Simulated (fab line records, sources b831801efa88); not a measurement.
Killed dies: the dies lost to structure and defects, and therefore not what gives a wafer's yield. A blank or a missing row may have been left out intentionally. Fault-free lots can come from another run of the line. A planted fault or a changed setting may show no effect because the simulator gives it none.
2 desks, one fault    flow gf180mcu    every desk sees just its own numbers, and what lay behind them comes last

== AT THE METROLOGY DESK ==
What the gauges read for every lot (on any tool): the sampled wafers with a number, averaged. The brackets show how far a lot's mean lies from the usual mean; more than 4 standard deviations puts the lot out of limits, marked OUT.
Columns: A = VT_IMPLANT_3_TW at GF_VT_IMPLANT_TW_MEAS_32, usual 266; B = cdNm at GF_HV_LDD_CD_MEAS_07, usual 400.5 nm
lot   first seen here  A    B
L806  day 7 05:41      273  403.4
L808  day 7 14:54      265  398.7
L807  day 7 16:16      265  399.0
L809  day 7 19:55      266  401.5
L810  day 8 08:16      265  400.0
L813  day 8 17:17      264  401.9
L812  day 8 19:32      272  402.6
L814  day 8 20:55      273  398.7
L815  day 9 06:17      264  401.8
L821  day 10 22:45     262  402.9
L822  day 11 02:23     263  402.5
L825  day 12 01:25     273  400.9
L827  day 12 12:52     273  401.6
L829  day 12 23:57     266  400.1
This desk's verdict: no lot among the 14 shows anything out of limits.

== TOOL OWNER'S DESK, wetBench-03 ==
The tool's own readings at GF_STI_WET_ETCH_20 (etches SiO2 in dHF, target depth 20 nm, time 400 s): means of the sampled wafers that have a number, for each lot that ran on this tool. The brackets show how far a lot's mean lies from the usual mean; more than 4 standard deviations puts the lot out of limits, marked OUT.
Columns: A = tempC at GF_STI_WET_ETCH_20, usual 25.02 C
lot   first seen here  A
L810  day 3 02:41      24.99
L814  day 3 19:23      24.91
L821  day 5 06:44      26.39 (+11) OUT
L822  day 5 12:05      26.44 (+12) OUT
This desk finds L821, L822 out of limits, L821 being first, at day 5 06:44 (tempC at GF_STI_WET_ETCH_20). Within limits: L810, L814.

== TAKEN TOGETHER ==
The tool owner's desk could have raised an alarm at day 5 06:44, on L821, L822.
Metrology desk: nothing out of limits seen.
The metrology desk holds a record of L821, L822, inside its limits.
All the named lots went through GF_STI_WET_ETCH_20 on wetBench-03.

== WHAT WAS PUT IN BY THE SIMULATOR ==
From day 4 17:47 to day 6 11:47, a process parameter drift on wetBench-03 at GF_STI_WET_ETCH_20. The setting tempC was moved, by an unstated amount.
Shown lots that were struck: L821, L822.
How many hours passed from the start of the fault until each desk's first out-of-limits reading: the tool owner's desk, 13.
